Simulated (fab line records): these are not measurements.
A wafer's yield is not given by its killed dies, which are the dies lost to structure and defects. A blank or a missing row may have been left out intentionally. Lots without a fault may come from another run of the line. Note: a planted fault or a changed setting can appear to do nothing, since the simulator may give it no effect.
Matching of chambers    flow sky130    4 sister chambers for SKY_VIA4_CMP_02 on cmp-01
The step polishes SiO2. 8 wafers are shown with their chamber, then 11 later ones without.

WAFERS WITH THEIR CHAMBER
wafer   chamber  motorCurrentA (A)  headPressurePsi (psi)
L084.2  2        14.2               4.010
L084.3  3        11.3               3.999
L087.2  1        12.5               3.995
L087.6  1        12.3               4.004
L090.4  2        15.1               3.999
L090.5  3        11.7               4.009
L090.6  0        12.3               3.998
L089.1  0        12.1               3.990

WAFERS WITHOUT THEIR CHAMBER
wafer   motorCurrentA (A)  headPressurePsi (psi)
L089.3  12.1               3.995
L089.6  14.9               3.988
L093.3  12.4               3.999
L093.4  14.6               4.005
L093.5  14.4               4.014
L095.1  14.6               3.989
L095.5  11.6               4.011
L095.6  14.8               4.003
L096.2  12.4               4.012
L096.3  12.2               3.992
L096.5  12.5               4.011

EACH ONE'S CHAMBER
wafer   from the rows above           in truth
L089.3  can't be placed: 0 or 1 or 3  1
L089.6  2                             2
L093.3  can't be placed: 1 or 0       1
L093.4  2                             2
L093.5  2                             2
L095.1  2                             2
L095.5  can't be placed: 3 or 1 or 0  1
L095.6  2                             2
L096.2  can't be placed: 1 or 0 or 3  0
L096.3  can't be placed: 0 or 1       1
L096.5  can't be placed: 1 or 0 or 3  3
5 of 11 placed correctly. Cannot be placed on the basis of these rows: 6; the candidates contain the true chamber in 6. Wrongly placed: 0.
How it was worked out, from the rows above alone: a wafer's distance from a chamber is the root of the sum, over the readings, of the square of ((its reading less the chamber's mean) divided by the reading's scatter). If the next closest chamber is less than 2 further off than the closest, the wafer can't be placed; otherwise it belongs to the closest. Each chamber's mean is taken over the wafers shown for it. The scatter is the square root of a quotient: the sum, over the shown wafers, of each reading's squared deviation from its chamber's mean, divided by wafers minus chambers.
